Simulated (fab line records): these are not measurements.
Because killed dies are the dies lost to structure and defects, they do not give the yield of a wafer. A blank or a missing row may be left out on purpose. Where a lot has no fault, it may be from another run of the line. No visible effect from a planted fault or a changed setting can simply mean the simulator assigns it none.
A struck lot beside a sound one / flow sky130 / 20 out of 708 route steps
Sound: these wafers, L489.3, L489.4, L489.5. Struck: wafers L491.1, L491.2, L491.6. The cause comes at the end.
Per side, at each step with rows, come the tool, then ch with its chambers, and then its first start. Under that, the readings that differ: sound wafers / struck wafers / difference of the means / sigmas: that difference in standard deviations of wafers without a fault.
alike: readings whose means differ by less than 2 such deviations, and words and numbers that are the same on both sides. not compared: withheld readings, readings that some wafer has no value for, bounds like >300 that may hide the same value, and numbers for which the record gives no deviation and whose values overlap.
The two part at a step that has a row with sigmas, a row that says differs or no value, or rows on one side only. When numbers do not overlap yet have no deviation, they are printed without sigmas and do not part them. A reading missing from all wafers of one side parts the sides only when that side holds two or more wafers.

first, 3 steps without rows for these wafers: SKY_SD_P_EXPOSE_04 (exposes mask PSDM, target cd 380 nm); SKY_SD_P_PEB_05; SKY_SD_P_DEVELOP_06 (develop time 60 s).
SKY_SD_P_CD_MEAS_07: the cd target is 380 nm.
  sound on cd-sem-01, day 26 05:08; struck on cd-sem-01, day 27 02:15
  alike: cd-nm
SKY_SD_P_OVL_MEAS_08:
  sound on overlay-01, day 26 05:13; struck on overlay-02, day 27 02:22
  alike: SD_P_OVL
then, 1 step without rows for these wafers: SKY_SD_P_IMPLANT_09.
SKY_SD_P_STRIP_10: strips in O2/N2.
  sound on plasma-asher-01 ch 0,1, day 26 05:26; struck on plasma-asher-01 ch 0,1, day 27 02:34
  alike: drypump-motor-current-A, oes-product-au, strip-time-to-endpoint-s
  not compared: rf-hours-counter-h
SKY_SD_P_TW_MEAS_11:
  sound on film-metro-01, day 26 05:31; struck on film-metro-04, day 27 02:40
  alike: SD_P_TW
then, 4 steps without rows for these wafers: SKY_RES_XHIGH_DEHYDRATE_00 (time 60 s); SKY_RES_XHIGH_HMDS_01 (prime time 60 s); SKY_RES_XHIGH_COAT_02 (resist thk 1140 nm); SKY_RES_XHIGH_SOFTBAKE_03 (time 60 s).
SKY_RES_XHIGH_EXPOSE_04: exposes mask URPM, target cd 1270 nm.
  sound on iline-stepper-01 ch 0, day 26 20:26; struck on iline-stepper-01 ch 0, day 27 17:05
reading=mask; sound=URPM#0 URPM#0 URPM#0; struck=NSDM#0 NSDM#0 NSDM#0; difference=differs; sigmas=
  alike: exposure-dose-mJ-cm2
then, 3 steps without rows for these wafers: SKY_RES_XHIGH_PEB_05; SKY_RES_XHIGH_DEVELOP_06 (develop time 60 s); SKY_RES_XHIGH_IMPLANT_07.
SKY_RES_XHIGH_STRIP_08: strips in O2/N2.
  sound on plasma-asher-04 ch 0,1, day 27 10:35; struck on plasma-asher-01 ch 0,1, day 28 07:03
  alike: drypump-motor-current-A, oes-product-au, strip-time-to-endpoint-s
  not compared: rf-hours-counter-h
SKY_RES_XHIGH_TW_MEAS_09:
  sound on film-metro-02, day 27 10:40; struck on film-metro-02, day 28 07:09
reading=RES_XHIGH_TW; sound=1635 1640 1647; struck=30 30 30; difference=-1611; sigmas=-99 or more
then, 1 step without rows for these wafers: SKY_SD_N_DEHYDRATE_00 (time 60 s).
-- record jumps: 19 days separate the struck wafers' starts on either side; left off in module SD_N, taken up again in module PAD_OPEN, whose first shown step is the route's number 708 --
SKY_PAD_OPEN_PROBE_99:
  sound on prober-01, day 46 06:47; struck on prober-01, day 47 00:11
reading=model.etest.res-ndiff.line-ohm-um; sound=779.2 774.6 767.4; struck=987.2 980.8 965.4; difference=+204.1; sigmas=
reading=model.etest.nfet-g5v0d10v5.r-on-ohm-um; sound=1881 1904 1882; struck=2036 2009 2005; difference=+128; sigmas=
reading=model.etest.sonos-uncharged.r-on-ohm-um; sound=806.8 818.8 813.1; struck=891.9 882.8 890.9; difference=+75.6; sigmas=
reading=model.etest.nfet_01v8.r-on-ohm-um; sound=823.7 836.9 810.3; struck=867.5 848.9 869.9; difference=+38.5; sigmas=
reading=model.etest.licon-ndiff.rc-ohm; sound=176.6 177.1 182.4; struck=226.2 218 214.8; difference=+41.0; sigmas=
reading=model.etest.res-ndiff.rs-ohm-sq; sound=119.7 119.8 119.9; struck=151.3 152.2 151.4; difference=+31.8; sigmas=
reading=model.etest.nfet_01v8_lvt.drive-ua-um; sound=580.1 572.5 593.1; struck=561 567 553.7; difference=-21; sigmas=
reading=model.etest.res-ndiff-hv.rs-ohm-sq; sound=115.2 114 114.4; struck=138.4 137.8 137.6; difference=+23.4; sigmas=

## WHERE THEY PART
At SKY_RES_XHIGH_EXPOSE_04 first; at SKY_RES_XHIGH_TW_MEAS_09 last (within this record only).

WHY: whatever the simulator had introduced
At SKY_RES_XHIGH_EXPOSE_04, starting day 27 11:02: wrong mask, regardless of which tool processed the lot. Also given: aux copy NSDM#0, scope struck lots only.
